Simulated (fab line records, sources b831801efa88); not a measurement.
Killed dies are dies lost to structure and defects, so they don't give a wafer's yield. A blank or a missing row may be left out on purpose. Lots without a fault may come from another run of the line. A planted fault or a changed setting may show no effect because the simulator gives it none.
Split-lot experiment | flow sky130 | 5 lots, 23 wafers read, on a route of 708 steps

THE SPLIT
At SKY_RES_XHIGH_STRIP_08 (strips in O2/N2), the setting power_w was moved away from the recipe's 1400 W on 10 of the 23 wafers read, by -11.1% to +4.4%. The other wafers ran this setting at the recipe's value.

The reading is taken at the split's own step.

THE READING
oes_product_au, in a.u., at SKY_RES_XHIGH_STRIP_08 (strips in O2/N2). Fault-free wafers of this fab line usually give 0.710 a.u., standard deviation 0.0039 a.u..

wafer  | tool, chamber at the split | power_w as run, W | against the recipe | oes_product_au, a.u. | against lot-mates on the recipe
L074.1 | plasma_asher-04, 0         | 1443              | +3.1%              | 0.724                | +0.013
L074.3 | plasma_asher-04, 1         | 1400              | recipe             | 0.709                | -
L074.4 | plasma_asher-04, 0         | 1400              | recipe             | 0.713                | -
L074.5 | plasma_asher-04, 0         | 1443              | +3.1%              | 0.723                | +0.012
L074.6 | plasma_asher-04, 1         | 1443              | +3.1%              | 0.715                | +0.004
L075.1 | plasma_asher-02, 1         | 1400              | recipe             | 0.706                | -
L075.3 | plasma_asher-02, 1         | 1400              | recipe             | 0.716                | -
L075.4 | plasma_asher-02, 0         | 1400              | recipe             | 0.709                | -
L079.1 | plasma_asher-04, 0         | 1245              | -11.1%             | 0.671                | -0.041
L079.2 | plasma_asher-04, 1         | 1400              | recipe             | 0.711                | -
L079.4 | plasma_asher-04, 0         | 1245              | -11.1%             | 0.664                | -0.048
L079.5 | plasma_asher-04, 1         | 1400              | recipe             | 0.710                | -
L079.6 | plasma_asher-04, 0         | 1400              | recipe             | 0.715                | -
L082.2 | plasma_asher-02, 1         | 1461              | +4.4%              | 0.728                | +0.018
L082.3 | plasma_asher-02, 1         | 1400              | recipe             | 0.715                | -
L082.4 | plasma_asher-02, 0         | 1461              | +4.4%              | 0.728                | +0.018
L082.5 | plasma_asher-02, 0         | 1400              | recipe             | 0.715                | -
L082.6 | plasma_asher-02, 1         | 1400              | recipe             | 0.701                | -
L084.1 | plasma_asher-04, 1         | 1400              | recipe             | 0.707                | -
L084.2 | plasma_asher-04, 0         | 1353              | -3.4%              | 0.689                | -0.017
L084.3 | plasma_asher-04, 0         | 1400              | recipe             | 0.704                | -
L084.5 | plasma_asher-04, 1         | 1353              | -3.4%              | 0.698                | -0.008
L084.6 | plasma_asher-04, 0         | 1353              | -3.4%              | 0.699                | -0.007

THE FIT
A straight line over all 23 wafers: oes_product_au changes by +0.00388 a.u. for each +1% of power_w; r = +0.96; the points scatter about the line by 0.0044 a.u..
The same after taking each lot's own level away (the mean of its wafers on the recipe; 23 wafers): +0.00385 a.u. for each +1%; r = +0.96; scatter 0.0043 a.u..
On that fit, the largest move of power_w shifts the reading by 0.043 a.u..
The lots' own levels span 0.7055 to 0.7120 a.u., that is 1.7 times the standard deviation above.
So the lot-to-lot level changes the slope little: the two slopes agree.
Check: with one of the wafers moved furthest among these (-11.1%) left out of the fit, the line predicts -0.0437 a.u. for it against its lot-mates. It came out at -0.041 a.u. against them.
Tool readings at the split's step, against how far the setting was moved: oes_product_au r = +0.96; strip_time_to_endpoint_s r = -0.99.

OTHER SPLITS ON THESE WAFERS
These wafers also went through other splits before the reading. Each is held against what the fit with the lots' levels taken away leaves over:
other split on the same wafers      | wafers away from the commonest value | r with oes_product_au (lot level and that fit taken away)
SKY_SONOS_ONO_CVD_04 time_s         | 15                                   | +0.08
SKY_RES_PROTECT_SOFTBAKE_03 temp_c  | 8                                    | -0.13
SKY_POLY_GATE_ETCH_16 time_s        | 12                                   | +0.49
SKY_LDD_P_COAT_02 resist_thk_nm     | 5                                    | +0.03
SKY_LDD_P_DEVELOP_06 develop_time_s | 7                                    | -0.43
SKY_SD_P_IMPLANT_09 dose_cm2        | 10                                   | -0.07

THE WHOLE CHAIN: every reading that the file lists as answering this split, in the file's order
step                   | what it does    | reading                  | change (the file's fit)                  | r (the file's)
SKY_RES_XHIGH_STRIP_08 | strips in O2/N2 | oes_product_au           | +0.0039 a.u. for each +1% of the setting | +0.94
SKY_RES_XHIGH_STRIP_08 | strips in O2/N2 | strip_time_to_endpoint_s | withheld for each +1% of the setting     | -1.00

THE FILE'S OWN FIT
oes_product_au changes by +0.0039 a.u. for each +1% of power_w, r = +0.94.
